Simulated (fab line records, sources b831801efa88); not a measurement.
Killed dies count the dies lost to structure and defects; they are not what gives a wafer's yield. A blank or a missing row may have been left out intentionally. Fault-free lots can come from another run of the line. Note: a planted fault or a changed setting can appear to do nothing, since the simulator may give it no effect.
Which of the tools did it?	flow sky130	11 lots, 33 wafers sampled, at 6 steps of a route of 708

## WHAT EACH GAUGE READ, for each wafer
SKY_LDD_N_TW_MEAS_17. Usual: LDD_N_TW gives 2580 (standard deviation 17).
lot	measured	on	LDD_N_TW	flag
L884	day 17 16:32	film_metro-04	2555 2554 2567	
L885	day 17 19:13	film_metro-01	2587 2577 2580	
L889	day 19 23:43	film_metro-03	2577 2581 2581	
L896	day 22 11:07	film_metro-01	2582 2589 2601	
L897	day 22 17:16	film_metro-04	2498 2496 2472	OFF
L898	day 23 03:14	film_metro-04	2493 2482 2488	OFF
L899	day 23 12:28	film_metro-03	2585 2580 2593	
L900	day 23 17:29	film_metro-01	2589 2586 2584	
L904	day 25 06:04	film_metro-01	2583 2579 2575	
L905	day 25 10:50	film_metro-04	2553 2549 2548	
L906	day 25 14:31	film_metro-01	2578 2580 2584	

SKY_CONTACT_THK_MEAS_26: measures by xrf. Usual: CONTACT_W_THK gives 346 nm (standard deviation 4.3).
lot	measured	on	CONTACT_W_THK (nm)	flag
L884	day 31 13:02	film_metro-01	345 342 346	
L885	day 31 14:58	film_metro-01	347 336 345	
L889	day 33 15:57	film_metro-01	344 354 344	
L896	day 35 20:59	film_metro-01	338 350 345	
L897	day 35 21:16	film_metro-04	346 347 341	
L898	day 36 07:28	film_metro-01	347 345 353	
L899	day 36 15:52	film_metro-03	342 351 345	
L900	day 36 21:46	film_metro-01	348 352 354	
L904	day 38 04:36	film_metro-03	346 347 342	
L905	day 38 05:51	film_metro-01	354 344 341	
L906	day 38 11:21	film_metro-04	343 341 343	

SKY_METAL1_THK_MEAS_06: measures by xrf. Usual: METAL1_ALCU_THK gives 253.2 nm (standard deviation 2.5).
lot	measured	on	METAL1_ALCU_THK (nm)	flag
L884	day 31 13:40	film_metro-04	254.7 251.8 251.6	
L885	day 31 15:35	film_metro-03	253.4 248.3 251.5	
L889	day 33 16:34	film_metro-04	253.4 254.0 252.3	
L896	day 35 21:36	film_metro-04	257.0 255.4 255.3	
L897	day 35 21:53	film_metro-02	253.3 253.7 254.6	
L898	day 36 08:05	film_metro-02	258.8 253.4 257.9	
L899	day 36 16:29	film_metro-03	247.6 249.4 251.0	
L900	day 36 22:23	film_metro-02	257.0 250.8 253.4	
L904	day 38 05:13	film_metro-02	257.9 255.3 256.9	
L905	day 38 06:28	film_metro-02	252.0 253.4 252.0	
L906	day 38 11:58	film_metro-04	251.8 253.1 252.8	

## WHAT TOOL EACH LOT RAN ON (gives the tool, then ch and the chambers of the sampled wafers, and finally the start)
lot	SKY_LDD_N_IMPLANT_10	SKY_LDD_N_STRIP_16	SKY_CONTACT_CMP_04
L884	implanter-02 ch 0, day 17 15:32	plasma_asher-04 ch 0,1, day 17 16:26	cmp-02 ch 1,2,3, day 30 08:50
L885	implanter-02 ch 0, day 17 18:15	plasma_asher-02 ch 0,1, day 17 19:08	cmp-01 ch 0,2,3, day 30 10:25
L889	implanter-02 ch 0, day 19 22:43	plasma_asher-01 ch 0,1, day 19 23:36	cmp-02 ch 0,1,2, day 32 11:55
L896	implanter-03 ch 0, day 22 10:07	plasma_asher-02 ch 0,1, day 22 11:01	cmp-01 ch 0,1,3, day 34 16:52
L897	implanter-02 ch 0, day 22 16:19	plasma_asher-01 ch 0,1, day 22 17:10	cmp-02 ch 0,2,3, day 34 17:25
L898	implanter-02 ch 0, day 23 02:14	plasma_asher-02 ch 0,1, day 23 03:08	cmp-02 ch 0,1,3, day 35 03:43
L899	implanter-03 ch 0, day 23 11:28	plasma_asher-02 ch 0,1, day 23 12:22	cmp-02 ch 1,2, day 35 11:50
L900	implanter-03 ch 0, day 23 16:30	plasma_asher-01 ch 0,1, day 23 17:22	cmp-02 ch 1,3, day 35 18:08
L904	implanter-03 ch 0, day 25 05:07	plasma_asher-01 ch 0,1, day 25 05:58	cmp-01 ch 0,2,3, day 37 00:41
L905	implanter-03 ch 0, day 25 09:50	plasma_asher-04 ch 1, day 25 10:44	cmp-01 ch 1,3, day 37 02:18
L906	implanter-02 ch 0, day 25 13:31	plasma_asher-02 ch 1, day 25 14:24	cmp-01 ch 0,1,2, day 37 08:27
- SKY_LDD_N_IMPLANT_10
- SKY_LDD_N_STRIP_16: strips in O2/N2.
- SKY_CONTACT_CMP_04: polishes SiO2.

## AS READ BY THE TOOLS THEMSELVES (means over the sampled wafers that have a number; for cases with no such wafer, the mark the record gives instead)
SKY_LDD_N_IMPLANT_10. Usual: dose_ions_cm2 7.499e+13, standard deviation 8.2e+10; faraday_current_uA 422, standard deviation 8.4.
lot	tool	dose_ions_cm2	faraday_current_uA	flag
L884	implanter-02	7.514e+13	428	
L885	implanter-02	7.502e+13	428	
L889	implanter-02	7.497e+13	425	
L896	implanter-03	7.496e+13	429	
L897	implanter-02	3.610e+13	202	OFF
L898	implanter-02	3.617e+13	201	OFF
L899	implanter-03	7.512e+13	422	
L900	implanter-03	7.495e+13	418	
L904	implanter-03	7.494e+13	419	
L905	implanter-03	7.497e+13	423	
L906	implanter-02	7.511e+13	422	

SKY_LDD_N_STRIP_16. Usual: drypump_motor_current_A 6.2 A, standard deviation 0.47; oes_product_au 0.407 a.u., standard deviation 0.0046; strip_time_to_endpoint_s 4.316 s, standard deviation 0.018.
lot	tool	drypump_motor_current_A (A)	oes_product_au (a.u.)	strip_time_to_endpoint_s (s)	flag
L884	plasma_asher-04	5.7	0.410	4.329	
L885	plasma_asher-02	6.5	0.406	4.306	
L889	plasma_asher-01	5.8	0.409	4.306	
L896	plasma_asher-02	6.5	0.406	4.306	
L897	plasma_asher-01	6.2	0.408	4.210	OFF
L898	plasma_asher-02	6.5	0.404	4.192	OFF
L899	plasma_asher-02	6.6	0.402	4.296	
L900	plasma_asher-01	5.8	0.405	4.298	
L904	plasma_asher-01	6.2	0.409	4.317	
L905	plasma_asher-04	6.0	0.406	4.351	
L906	plasma_asher-02	6.4	0.410	4.309	

SKY_CONTACT_CMP_04. Usual: edge_zone_pressure_frac 1.001, standard deviation 0.005; motor_current_A 11.9 A, standard deviation 1.4; time_to_endpoint_s 82 s, standard deviation 3.6.
lot	tool	edge_zone_pressure_frac	motor_current_A (A)	time_to_endpoint_s (s)	flag
L884	cmp-02	1.002	11.5	80	
L885	cmp-01	1.000	12.8	82	
L889	cmp-02	1.002	12.2	81	
L896	cmp-01	1.000	11.6	81	
L897	cmp-02	0.996	11.1	80	
L898	cmp-02	1.004	11.9	80	
L899	cmp-02	1.003	11.9	82	
L900	cmp-02	0.999	11.0	85	
L904	cmp-01	1.001	12.4	81	
L905	cmp-01	1.005	11.6	84	
L906	cmp-01	1.001	12.1	83	

## THE ANSWER, worked out from the rows above alone
Rule: a lot counts as off when the mean over its wafers that have a number is more than 3 standard deviations away from the usual mean. A lot without any number at a reading at which 4 lots or more have one is off too. Where the step has rows for the other lots, those lots are counted as sound. First the gauges in route order, then the tools' own readings, where a lot's mean is used as printed above. The first step at which some lot is off is used, and at that step the reading that is off furthest; a lot without a number counts as furthest.
Off: L897, L898, at SKY_LDD_N_TW_MEAS_17 (LDD_N_TW).
If a tool, at a process step before that reading, ran all the lots that are off and no sound lot after the first of them, it fits. Not tried: the gauges at SKY_LDD_N_TW_MEAS_17; whatever is off there is also off at SKY_LDD_N_IMPLANT_10, on other tools, and gauge error can't account for it. Not one of the candidates tried fits.

## WHAT THE SIMULATOR HAD INSERTED
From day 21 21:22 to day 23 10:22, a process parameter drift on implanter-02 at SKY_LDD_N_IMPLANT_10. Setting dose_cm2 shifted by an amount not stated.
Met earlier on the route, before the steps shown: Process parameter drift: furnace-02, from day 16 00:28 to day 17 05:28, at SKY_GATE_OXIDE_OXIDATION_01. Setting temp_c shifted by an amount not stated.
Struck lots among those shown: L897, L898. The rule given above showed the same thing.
